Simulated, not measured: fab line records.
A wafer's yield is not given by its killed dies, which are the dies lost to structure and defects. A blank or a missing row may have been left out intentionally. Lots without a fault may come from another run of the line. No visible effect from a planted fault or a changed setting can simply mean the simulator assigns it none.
Which tool is to blame? -- flow sky130 -- 11 lots with 33 wafers sampled at 3 steps, on a route of 708 steps

== WHAT THE GAUGES SHOWED, per wafer ==
SKY_VT_ADJUST_LVTN_OVL_MEAS_07.
lot,measured,on,VT_ADJUST_LVTN_OVL (nm)
L657,day 6 22:16,overlay-01,-1.2 0.2 1.2
L658,day 7 05:16,overlay-02,-1.4 -1.7 -1.5
L659,day 7 11:14,overlay-02,-1.4 1.5 -1.8
L660,day 7 13:47,overlay-02,-3.0 -1.9 -1.3
L661,day 7 19:35,overlay-02,0.4 1.1 -0.4
L670,day 11 02:16,overlay-02,-1.7 -1.1 -1.5
L669,day 11 02:20,overlay-01,5.4 5.2 3.3
L671,day 11 03:20,overlay-01,2.9 1.2 2.6
L674,day 11 16:19,overlay-01,-1.4 0.7 -0.4
L678,day 12 16:31,overlay-02,0.1 -2.3 -1.0
L679,day 12 20:13,overlay-02,0.1 -0.5 0.1

== EACH LOT AND THE TOOL THAT RAN IT (in order: tool; ch and the chambers of the sampled wafers; start) ==
lot,SKY_NWELL_RTA_28,SKY_VT_ADJUST_LVTN_EXPOSE_04
L657,"rtp-anneal-02 ch 0, day 5 09:13","iline-stepper-01 ch 0, day 6 13:47"
L658,"rtp-anneal-01 ch 0, day 5 16:19","iline-stepper-01 ch 0, day 6 19:24"
L659,"rtp-anneal-02 ch 0, day 5 20:30","iline-stepper-02 ch 0, day 7 01:02"
L660,"rtp-anneal-01 ch 0, day 5 23:22","iline-stepper-02 ch 0, day 7 03:40"
L661,"rtp-anneal-02 ch 0, day 6 03:49","iline-stepper-01 ch 0, day 7 10:02"
L670,"rtp-anneal-02 ch 0, day 9 03:22","iline-stepper-02 ch 0, day 10 14:25"
L669,"rtp-anneal-01 ch 0, day 9 04:52","iline-stepper-01 ch 0, day 10 14:41"
L671,"rtp-anneal-02 ch 0, day 9 05:50","iline-stepper-02 ch 0, day 10 16:10"
L674,"rtp-anneal-02 ch 0, day 9 18:21","iline-stepper-02 ch 0, day 11 05:02"
L678,"rtp-anneal-02 ch 0, day 10 17:50","iline-stepper-02 ch 0, day 12 05:44"
L679,"rtp-anneal-01 ch 0, day 10 23:31","iline-stepper-02 ch 0, day 12 10:19"
- SKY_NWELL_RTA_28: time 30 s.
- SKY_VT_ADJUST_LVTN_EXPOSE_04: exposes mask NWM COMPLEMENT LESS NATIVE, target cd 840 nm.

== THE ANSWER, worked out from the rows above alone ==
Rule: the lots themselves supply what counts as usual. Put in order of their means at a reading, lots are off if they are a third of the lots or fewer, leave a main group of 4 or more, and stand apart from it by a gap of 3 or more times the standard deviation of the main group's means; of several such gaps the widest counts. A main group is skipped when, at the precision printed for the reading in the tables above, its means are all equal. A lot without any number at a reading at which 4 lots or more have one is off too. All remaining lots with rows at the step are treated as sound.
Across all readings shown, no lot is off: no conclusion can be drawn from this.

== WHAT THE SIMULATOR PUT IN ==
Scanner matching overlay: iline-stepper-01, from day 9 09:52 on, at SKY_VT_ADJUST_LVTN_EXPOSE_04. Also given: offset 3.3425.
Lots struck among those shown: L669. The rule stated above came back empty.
